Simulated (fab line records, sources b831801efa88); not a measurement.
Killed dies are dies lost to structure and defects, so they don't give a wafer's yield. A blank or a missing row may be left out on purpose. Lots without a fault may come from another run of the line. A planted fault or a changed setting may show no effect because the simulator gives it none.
Which tool did it? | flow gf180mcu | 24 lots, 72 wafers sampled, at 1 step of a route of 602

WHAT THE GAUGES READ, wafer by wafer
GF_M4_THK_MEAS_06: measures by xrf. Usual: M4_ALCU_THK 448 nm, standard deviation 5.5.
lot  | measured     | on            | M4_ALCU_THK (nm) | flag
L074 | day 22 15:07 | film_metro-02 | 438 440 435      |
L075 | day 22 20:53 | film_metro-02 | 438 443 439      |
L076 | day 23 08:42 | film_metro-02 | 450 455 451      |
L077 | day 23 17:01 | film_metro-03 | 453 453 452      |
L078 | day 24 00:17 | film_metro-02 | 448 449 450      |
L079 | day 24 08:31 | film_metro-02 | 442 449 445      |
L080 | day 24 23:43 | film_metro-03 | 454 452 453      |
L081 | day 25 12:04 | film_metro-01 | 448 451 452      |
L082 | day 25 14:53 | film_metro-01 | 441 443 448      |
L083 | day 25 20:22 | film_metro-02 | 445 445 439      |
L084 | day 26 03:43 | film_metro-02 | 451 447 451      |
L085 | day 26 08:01 | film_metro-03 | 458 455 448      |
L086 | day 26 16:28 | film_metro-02 | 448 449 447      |
L087 | day 27 03:29 | film_metro-02 | 443 455 452      |
L088 | day 27 13:04 | film_metro-01 | 446 445 446      |
L089 | day 27 17:18 | film_metro-02 | 446 447 439      |
L090 | day 27 21:40 | film_metro-03 | 450 450 447      |
L091 | day 28 08:01 | film_metro-02 | 444 441 445      |
L092 | day 28 09:26 | film_metro-01 | 439 450 451      |
L093 | day 28 19:01 | film_metro-03 | 454 453 451      |
L094 | day 29 07:48 | film_metro-02 | 450 449 450      |
L095 | day 29 08:36 | film_metro-02 | 454 444 453      |
L096 | day 29 16:58 | film_metro-01 | 448 457 449      |
L097 | day 29 22:23 | film_metro-03 | 436 447 445      |

WHICH TOOL RAN EACH LOT (tool, then ch and the chambers of the sampled wafers, then the start)
The record holds no process step before these readings.

WHAT THE TOOLS THEMSELVES READ (means of the sampled wafers that have a number; where no wafer has one, the mark that the record gives instead)
The record holds no such reading with a usual standard deviation.

THE ANSWER, worked out from the rows above alone
Rule: a lot is off if the mean of its wafers that have a number lies more than 3 standard deviations from the usual mean. A lot without any number at a reading at which 4 lots or more have one is off too. The other lots that the step has rows for count as sound. The gauges are gone through in route order, then the tools' own readings, and for those a lot's mean is taken as printed above. The first step at which some lot is off is used, and at that step the reading that is off furthest; a lot without a number counts as furthest.
No lot is off at any reading shown: from this, nothing can be told.

WHAT THE SIMULATOR HAD PUT IN
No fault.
